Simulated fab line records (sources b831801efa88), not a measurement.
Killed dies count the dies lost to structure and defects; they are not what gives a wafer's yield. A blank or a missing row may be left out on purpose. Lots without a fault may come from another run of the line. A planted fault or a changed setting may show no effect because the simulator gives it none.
fab line records | flow sky130 | part 2 of 2: steps 43 to 44 of 44
record: lots: 6 wafers: 18 lastDay: 50
route steps=708 shown SONOS_TUNNEL@160 SONOS_ONO@168 GATE_OXIDE@187 PAD_OPEN@708
lots that met no fault: from a run of the same line without faults
startH: start of the lot's first displayed wafer, in hours after the record's first day | waitH: hours since the lot's step before | " repeats the value in the row above | L1.1+2: several wafers, shown together as one row | - no value, or no start given | * or withheld: withheld | < > ~ a bound
route shown NAME@n: names a module that has steps shown in the file, with the first one's number in the route | usual: mean/standard deviation taken from wafers without a fault | same: alike in all rows | chamber/n: place in a boat | sites: readings site by site | _std_site: how widely they spread, as a standard deviation | _edge_site: inner sites' mean taken away from outer sites' mean | radiusMm: for every site, how far away it sits from the centre of the wafer | mask NAME#n: copy n | behind: tool/chamber where the wafer was last shaped | hold: reason for holding the lot/hours on hold/outcome of the hold | device: transistor that didn't switch, given as n, p or np | end of line: at the end of the route, the tests of the same wafers | where a step has no rows: the recipe by itself | killed: the dies lost at the first sort to structure and to defects; this is not the yield of the wafer | map: a wafer's dies, marking killed ones x, the rest . and places with no die _
set.NAME: the run value of the setting; set.NAME@STEP: its run value at that earlier step | model.NAME: the simulator's own value behind a step, which no gauge read
lots seen at some steps along the route; tables by step, rows by wafer
services: a tool's chamber out of use, with start hour (startH, from the record's first day; less than 0 if before it), hours out, and reason
== steps ==
step: SKY_GATE_OXIDE_CLEAN_15
recipe: chemistry: SC1/SC2 mix: 1:4:20 tempC: 70 timeS: 150 dry: n2Spin
usual: bathHeatDutyPct: 13.0/1.4
same: timeS: 150
columns lot.wafer tool chamber startH waitH bathHeatDutyPct model.SiO2_of_SONOS_ONO_CVD_04.thkNm
L355.3 wetBench-03 3 335.70 0.0 12.7 4.481
L355.4 " 3 " " 13.7 4.374
L355.6 " 3 " " 12.3 4.472
L360.3 wetBench-04 1 376.70 0.0 12.6 5.207
L360.4 " 1 " " 12.7 4.805
L360.6 " 1 " " 13.7 4.484
L361.2 wetBench-03 1 381.85 0.0 10.3 4.209
L361.3 " 1 " " 10.1 4.084
L361.5 " 1 " " 9.5 4.142
L369.2 wetBench-04 1 452.56 0.0 11.5 4.274
L369.3 " 1 " " 11.9 4.216
L369.6 " 1 " " 11.5 4.23
L373.2 wetBench-02 2 489.20 0.0 14.5 4.184
L373.4 " 2 " " 13.9 4.22
L373.5 " 2 " " 13.6 4.183
L374.3 wetBench-02 2 492.55 0.0 14.1 4.154
L374.4 " 2 " " 14.1 4.144
L374.6 " 2 " " 13.6 4.207
step: SKY_PAD_OPEN_PROBE_99
usual: killed_at_M0_to_M3: 44/7.4 killed_at_M4_up: 3.0/1.6 killedAtContacts: 24/5 killedAtFrontEnd: 15/4.6 killedAtOther: 0.4/0.65 killedDies: 86/9.6 killedOpen: 48/7.4 killedShort: 38/6.9
same: grossDies: 492 killedAtBackSide: 0
columns lot.wafer tool chamber startH waitH killed_at_M0_to_M3 killed_at_M4_up killedAtContacts killedAtFrontEnd killedAtOther killedDies killedOpen killedShort model.etest.sonosErased.driveUaUm model.etest.sonosUncharged.rOnOhmUm model.etest.capOno.gateLog10ACm2 model.etest.capOno.gateBvV model.etest.capOno.toxAccNm model.etest.sonosProgrammed.vtV model.etest.sonosErased.vtV model.etest.sonosBaked.vtV
L355.3 prober-01 - 1100.01 0.2 42 3 28 9 2 84 50 33 177.6 839.5 -8.21 16.64 13.11 1.355 -2.227 0.806
L355.4 prober-01 - 1100.06 0.2 40 2 25 17 0 84 47 37 180 836.8 -8.095 16.45 13.03 1.38 -2.254 0.8855
L355.6 prober-01 - 1100.16 0.2 50 3 24 16 0 93 55 38 142.3 855.1 -8.228 16.38 13.08 1.339 -2.16 0.8534
L360.3 prober-01 - 1123.87 0.2 52 3 29 22 2 108 57 50 150.5 855.5 -9.139 17.24 13.81 0.9061 -1.848 0.5216
L360.4 prober-01 - 1123.92 0.2 38 3 25 29 0 95 48 47 176.9 816 -8.424 16.63 13.34 1.193 -2.096 0.7509
L360.6 prober-01 - 1124.02 0.2 33 3 24 19 1 80 45 35 204.6 810.2 -8.159 17.25 13.11 1.375 -2.237 0.8568
L369.2 prober-02 - 1171.26 0.1 43 1 28 12 0 84 40 44 222 811.3 -7.959 15.69 12.84 1.499 -2.349 0.9295
L369.3 prober-02 - 1171.31 0.2 30 4 23 16 0 73 33 40 205.5 796.9 -7.688 16.26 12.69 1.542 -2.37 0.9824
L369.6 prober-02 - 1171.46 0.2 51 2 19 20 0 92 51 41 204.3 817.6 -7.831 15.94 12.8 1.545 -2.348 0.9777
L373.2 prober-02 - 1188.23 0.1 44 1 24 20 0 89 49 40 206.6 811 -7.868 16.32 12.81 1.502 -2.338 0.9712
L373.4 prober-02 - 1188.33 0.2 39 4 27 15 0 85 39 46 235 806.1 -7.856 16.12 12.74 1.496 -2.378 0.9772
L373.5 prober-02 - 1188.38 0.2 51 3 34 8 0 96 55 41 189.8 814.7 -7.777 16.09 12.76 1.5 -2.327 0.9884
L374.3 prober-01 - 1190.62 0.2 39 8 25 17 0 89 48 41 190.6 816.9 -7.96 16.32 12.87 1.452 -2.305 0.9331
L374.4 prober-01 - 1190.67 0.2 45 4 21 11 0 81 43 38 140.2 809.9 -7.894 16.57 12.85 1.469 -2.28 0.9485
L374.6 prober-01 - 1190.77 0.2 37 2 30 14 0 83 38 45 183.7 806.5 -8 16.6 12.93 1.41 -2.292 0.9339
killed by level:class
L355.3 LI_CONTACT:geometricParticle:open=13 VIA1:geometricParticle:open=13 CONTACT:geometricParticle:short=7 VIA3:geometricParticle:open=7 CONTACT:geometricParticle:open=5 METAL3:geometricParticle:short=4 FIELD_ISO:geometricParticle:open=3 METAL2:geometricParticle:short=3
L355.4 LI_CONTACT:geometricParticle:open=10 CONTACT:geometricParticle:open=9 VIA1:geometricParticle:open=8 POLY_GATE:geometricParticle:short=6 VIA3:geometricParticle:open=6 FIELD_ISO:geometricParticle:open=5 VIA3:geometricParticle:short=5 METAL3:geometricParticle:short=5
L355.6 VIA2:geometricParticle:open=14 VIA3:geometricParticle:open=10 LI_CONTACT:geometricParticle:open=8 CONTACT:geometricParticle:open=8 FIELD_ISO:geometricParticle:open=6 METAL1:geometricParticle:short=6 VIA1:geometricParticle:open=5 VIA1:geometricParticle:short=5
L360.3 VIA1:geometricParticle:open=14 LI_CONTACT:geometricParticle:open=10 FIELD_ISO:geometricParticle:open=9 VIA1:geometricParticle:short=9 LOCAL_INTERCONNECT:geometricParticle:short=6 CONTACT:geometricParticle:short=6 CONTACT:geometricParticle:open=6 FIELD_ISO:geometricParticle:short=5
L360.4 VIA1:geometricParticle:open=10 CONTACT:geometricParticle:open=9 POLY_GATE:geometricParticle:short=9 FIELD_ISO:geometricParticle:open=7 FIELD_ISO:geometricParticle:short=7 LI_CONTACT:geometricParticle:open=6 METAL1:geometricParticle:short=5 METAL2:geometricParticle:short=5
L360.6 CONTACT:geometricParticle:open=8 FIELD_ISO:geometricParticle:open=7 VIA1:geometricParticle:open=6 FIELD_ISO:geometricParticle:short=5 LI_CONTACT:geometricParticle:open=5 VIA3:geometricParticle:open=5 METAL1:geometricParticle:short=5 LI_CONTACT:geometricParticle:short=4
L369.2 CONTACT:geometricParticle:open=12 LI_CONTACT:geometricParticle:open=9 VIA1:geometricParticle:open=7 VIA1:geometricParticle:short=7 VIA2:geometricParticle:short=5 METAL1:geometricParticle:short=5 METAL2:geometricParticle:short=5 VIA3:geometricParticle:open=5
L369.3 VIA1:geometricParticle:open=9 CONTACT:geometricParticle:open=8 FIELD_ISO:geometricParticle:short=7 LI_CONTACT:geometricParticle:open=4 LOCAL_INTERCONNECT:geometricParticle:short=4 METAL1:geometricParticle:short=4 METAL2:geometricParticle:short=4 METAL4:geometricParticle:short=4
L369.6 LI_CONTACT:geometricParticle:open=8 VIA1:geometricParticle:open=8 VIA3:geometricParticle:open=7 POLY_GATE:geometricParticle:short=6 CONTACT:geometricParticle:open=5 VIA1:geometricParticle:short=5 METAL2:geometricParticle:short=5 VIA3:geometricParticle:short=5
L373.2 VIA1:geometricParticle:open=16 CONTACT:geometricParticle:open=8 POLY_GATE:geometricParticle:open=6 POLY_GATE:geometricParticle:short=6 VIA2:geometricParticle:open=6 LI_CONTACT:geometricParticle:open=6 VIA1:geometricParticle:short=6 METAL2:geometricParticle:short=6
L373.4 CONTACT:geometricParticle:open=8 VIA1:geometricParticle:open=8 FIELD_ISO:geometricParticle:short=6 LI_CONTACT:geometricParticle:open=6 CONTACT:geometricParticle:short=6 METAL2:geometricParticle:short=6 VIA2:geometricParticle:open=5 METAL3:geometricParticle:short=4
L373.5 CONTACT:geometricParticle:open=15 VIA1:geometricParticle:open=14 CONTACT:geometricParticle:short=8 VIA1:geometricParticle:short=8 LI_CONTACT:geometricParticle:open=6 METAL2:geometricParticle:short=5 VIA2:geometricParticle:open=4 VIA2:geometricParticle:short=4
L374.3 LI_CONTACT:geometricParticle:open=11 FIELD_ISO:geometricParticle:short=8 VIA1:geometricParticle:open=8 METAL2:geometricParticle:short=6 FIELD_ISO:geometricParticle:open=5 VIA3:geometricParticle:open=5 VIA3:geometricParticle:short=5 LI_CONTACT:geometricParticle:short=4
L374.4 CONTACT:geometricParticle:open=13 VIA1:geometricParticle:open=7 VIA3:geometricParticle:open=7 METAL1:geometricParticle:short=6 VIA2:geometricParticle:open=5 VIA1:geometricParticle:short=5 METAL2:geometricParticle:short=5 FIELD_ISO:geometricParticle:open=3
L374.6 CONTACT:geometricParticle:short=10 CONTACT:geometricParticle:open=8 VIA1:geometricParticle:open=8 VIA2:geometricParticle:open=7 FIELD_ISO:geometricParticle:open=5 LI_CONTACT:geometricParticle:open=5 LOCAL_INTERCONNECT:geometricParticle:short=5 METAL3:geometricParticle:short=5
== services ==
columns tool chamber startH hours kind
plasmaAsher-02 - 257.77 0.9 repair
rieDiel-04 - 267.21 0.2 repair
plasmaAsher-04 - 302.61 2.5 repair
rieDiel-04 2 307.04 4.3 repair
rieDiel-02 0 309.80 - clean
rieDiel-02 0 309.80 18.3 scheduledDown
rieDiel-02 0 309.80 18.3 ventCycle
rieDiel-03 0 323.54 - clean
rieDiel-03 0 323.54 44.8 scheduledDown
rieDiel-04 0 346.44 14.9 repair
rieDiel-04 2 355.98 10.2 repair
plasmaAsher-02 - 359.50 28.1 pm
rieDiel-04 2 372.18 7.4 repair
plasmaAsher-02 - 392.78 0.5 repair
rieDiel-02 0 398.05 14.0 repair
lpcvd-03 - 409.85 6.0 pm
plasmaAsher-02 - 421.25 9.0 pm
plasmaAsher-02 - 429.16 1.3 repair
rieDiel-04 2 438.07 3.8 repair
plasmaAsher-01 - 440.93 0.7 repair
wetBench-04 - 446.33 1.9 pm
wetBench-04 - 453.72 59.9 pm
wetBench-03 - 454.46 1.9 pm
rieDiel-04 0 479.78 6.4 repair
== key ==
firstSign: step: SKY_SONOS_ONO_CVD_04 reading: spikeTcLowerC direction: up sigmas: 42 usual: 900.4 struck: 944.4
effect: step: SKY_SONOS_ONO_CVD_04 reading: zonePowerCentrePct direction: down sigmas: 13 usual: 18.7 struck: 10.2
effect: step: SKY_SONOS_ONO_THK_MEAS_05 reading: SONOS_ONO_CVD_04_THK direction: up sigmas: 2.5 usual: 5.76 struck: 6.01 wafersMoved: 3
modelEffect: step: SKY_SONOS_ONO_CVD_04 value: SiO2_of_SONOS_ONO_CVD_04.thkNm without: 5.725 struck: 6.009
modelEffect: step: SKY_GATE_OXIDE_CLEAN_15 value: SiO2_of_SONOS_ONO_CVD_04.thkNm without: 4.205 struck: 4.489
modelEffect: step: SKY_PAD_OPEN_PROBE_99 value: etest.sonosErased.driveUaUm without: 209.1 struck: 177.3
metAt SKY_SONOS_ONO_CVD_04
struckWafers L360.3,L360.4,L360.6,L361.2,L361.3,L361.5
rowsEnd L361.2,L361.3,L361.5
testerLeftOut L360
onsetBetween 279.97 317.15
fault: kind: processParameterDrift tool: lpcvd-03 chamber: - onsetH: 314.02 steps: SKY_SONOS_ONO_CVD_04 channel: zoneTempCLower offset: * shape: step endH: 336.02
testerLeftOut: of these lots the tester's yield and bins aren't shown, on N5 and GAA mostly nor the transistor test; their killed dies are dies lost to structure and defects alone, not to doping, threshold or leakage, so they don't give the yield
rowsEnd: these wafers met a further fault down the route, and their rows from its step on are left out
